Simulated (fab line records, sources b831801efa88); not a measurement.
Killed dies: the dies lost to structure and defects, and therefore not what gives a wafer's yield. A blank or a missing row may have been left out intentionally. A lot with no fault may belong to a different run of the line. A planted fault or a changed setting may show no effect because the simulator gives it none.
Split-lot trial :: flow sky130 :: on a route of 708 steps: 5 lots, 23 wafers read

## THE SPLIT
At SKY_CONTACT_CMP_27 (polishes, stops on SiO2, t overpolish 15 s, target thk 0 nm), the setting t_overpolish_s was moved away from the recipe's 15 s on 9 of the 23 wafers read, by -23.1% to +28.6%. This setting was run at the recipe's value on the other wafers.

The reading is taken at the split's own step.

## THE READING
overpolish_run_s, in s, at SKY_CONTACT_CMP_27 (polishes, stops on SiO2, t overpolish 15 s, target thk 0 nm). Typical for fault-free wafers on this fab line: 14.999 s, with standard deviation 0.0092 s.

wafer: L077.4
tool, chamber at the split: cmp-01, 0
t_overpolish_s as run, s: 15
against the recipe: recipe
overpolish_run_s, s: 15.004
against lot-mates on the recipe: -

wafer: L077.3
tool, chamber at the split: cmp-01, 1
t_overpolish_s as run, s: 15
against the recipe: recipe
overpolish_run_s, s: 15.011
against lot-mates on the recipe: -

wafer: L077.2
tool, chamber at the split: cmp-01, 2
t_overpolish_s as run, s: 15
against the recipe: recipe
overpolish_run_s, s: 14.998
against lot-mates on the recipe: -

wafer: L077.1
tool, chamber at the split: cmp-01, 3
t_overpolish_s as run, s: 15
against the recipe: recipe
overpolish_run_s, s: 14.996
against lot-mates on the recipe: -

wafer: L077.5
tool, chamber at the split: cmp-01, 1
t_overpolish_s as run, s: 15
against the recipe: recipe
overpolish_run_s, s: 15.002
against lot-mates on the recipe: -

wafer: L079.3
tool, chamber at the split: cmp-02, 3
t_overpolish_s as run, s: 19.29
against the recipe: +28.6%
overpolish_run_s, s: 19.297
against lot-mates on the recipe: +4.287

wafer: L079.4
tool, chamber at the split: cmp-02, 0
t_overpolish_s as run, s: 19.29
against the recipe: +28.6%
overpolish_run_s, s: 19.288
against lot-mates on the recipe: +4.277

wafer: L079.2
tool, chamber at the split: cmp-02, 1
t_overpolish_s as run, s: 19.29
against the recipe: +28.6%
overpolish_run_s, s: 19.286
against lot-mates on the recipe: +4.276

wafer: L079.1
tool, chamber at the split: cmp-02, 2
t_overpolish_s as run, s: 15
against the recipe: recipe
overpolish_run_s, s: 15.005
against lot-mates on the recipe: -

wafer: L079.5
tool, chamber at the split: cmp-02, 3
t_overpolish_s as run, s: 15
against the recipe: recipe
overpolish_run_s, s: 15.016
against lot-mates on the recipe: -

wafer: L080.4
tool, chamber at the split: cmp-02, 0
t_overpolish_s as run, s: 18.92
against the recipe: +26.1%
overpolish_run_s, s: 18.927
against lot-mates on the recipe: +3.923

wafer: L080.2
tool, chamber at the split: cmp-02, 1
t_overpolish_s as run, s: 18.92
against the recipe: +26.1%
overpolish_run_s, s: 18.924
against lot-mates on the recipe: +3.920

wafer: L080.3
tool, chamber at the split: cmp-02, 3
t_overpolish_s as run, s: 18.92
against the recipe: +26.1%
overpolish_run_s, s: 18.911
against lot-mates on the recipe: +3.907

wafer: L080.6
tool, chamber at the split: cmp-02, 0
t_overpolish_s as run, s: 15
against the recipe: recipe
overpolish_run_s, s: 15.002
against lot-mates on the recipe: -

wafer: L080.5
tool, chamber at the split: cmp-02, 1
t_overpolish_s as run, s: 15
against the recipe: recipe
overpolish_run_s, s: 15.006
against lot-mates on the recipe: -

wafer: L083.4
tool, chamber at the split: cmp-01, 0
t_overpolish_s as run, s: 15
against the recipe: recipe
overpolish_run_s, s: 15.011
against lot-mates on the recipe: -

wafer: L083.3
tool, chamber at the split: cmp-01, 2
t_overpolish_s as run, s: 15
against the recipe: recipe
overpolish_run_s, s: 15.015
against lot-mates on the recipe: -

wafer: L083.1
tool, chamber at the split: cmp-01, 3
t_overpolish_s as run, s: 11.53
against the recipe: -23.1%
overpolish_run_s, s: 11.536
against lot-mates on the recipe: -3.477

wafer: L083.6
tool, chamber at the split: cmp-01, 0
t_overpolish_s as run, s: 11.53
against the recipe: -23.1%
overpolish_run_s, s: 11.531
against lot-mates on the recipe: -3.482

wafer: L083.5
tool, chamber at the split: cmp-01, 1
t_overpolish_s as run, s: 11.53
against the recipe: -23.1%
overpolish_run_s, s: 11.539
against lot-mates on the recipe: -3.474

wafer: L085.4
tool, chamber at the split: cmp-02, 2
t_overpolish_s as run, s: 15
against the recipe: recipe
overpolish_run_s, s: 15.018
against lot-mates on the recipe: -

wafer: L085.1
tool, chamber at the split: cmp-02, 0
t_overpolish_s as run, s: 15
against the recipe: recipe
overpolish_run_s, s: 15.000
against lot-mates on the recipe: -

wafer: L085.2
tool, chamber at the split: cmp-02, 1
t_overpolish_s as run, s: 15
against the recipe: recipe
overpolish_run_s, s: 15.007
against lot-mates on the recipe: -

THE FIT
A straight line over all 23 wafers: overpolish_run_s changes by +0.15 s for each +1% of t_overpolish_s; r = +1.00; the points scatter about the line by 0.0066 s.
The same after taking each lot's own level away (the mean of its wafers on the recipe; 23 wafers): +0.15 s for each +1%; r = +1.00; scatter 0.0067 s.
Per that fit: largest t_overpolish_s move, reading shift of 4.3 s.
The span of the lots' own levels, 15.0022 to 15.0130 s, comes to 1.2 times the standard deviation stated above.
Hence the lot-to-lot level has little effect on the slope; both slopes agree.
Check: with one of the wafers moved furthest among these (+28.6%) left out of the fit, the line predicts +4.29 s for it against its lot-mates. It came out at +4.29 s against them.
Tool readings at the split's step, against how far the setting was moved: overpolish_run_s r = +1.00.

## ADDITIONAL SPLITS CARRIED BY THESE WAFERS
These wafers also went through other splits before the reading. Each is held against what the fit with the lots' levels taken away leaves over:
other split on the same wafers: SKY_LOCAL_INTERCONNECT_METAL_ETCH_14 icp_w
wafers away from the commonest value: 4
r with overpolish_run_s (lot level and that fit taken away): +0.17

other split on the same wafers: SKY_CONTACT_HDPCVD_02 sih4_flow_sccm
wafers away from the commonest value: 5
r with overpolish_run_s (lot level and that fit taken away): -0.16

other split on the same wafers: SKY_CONTACT_COAT_09 resist_thk_nm
wafers away from the commonest value: 8
r with overpolish_run_s (lot level and that fit taken away): -0.03

## FILE'S OWN FIT
overpolish_run_s changes by +0.15 s for each +1% of t_overpolish_s, r = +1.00.
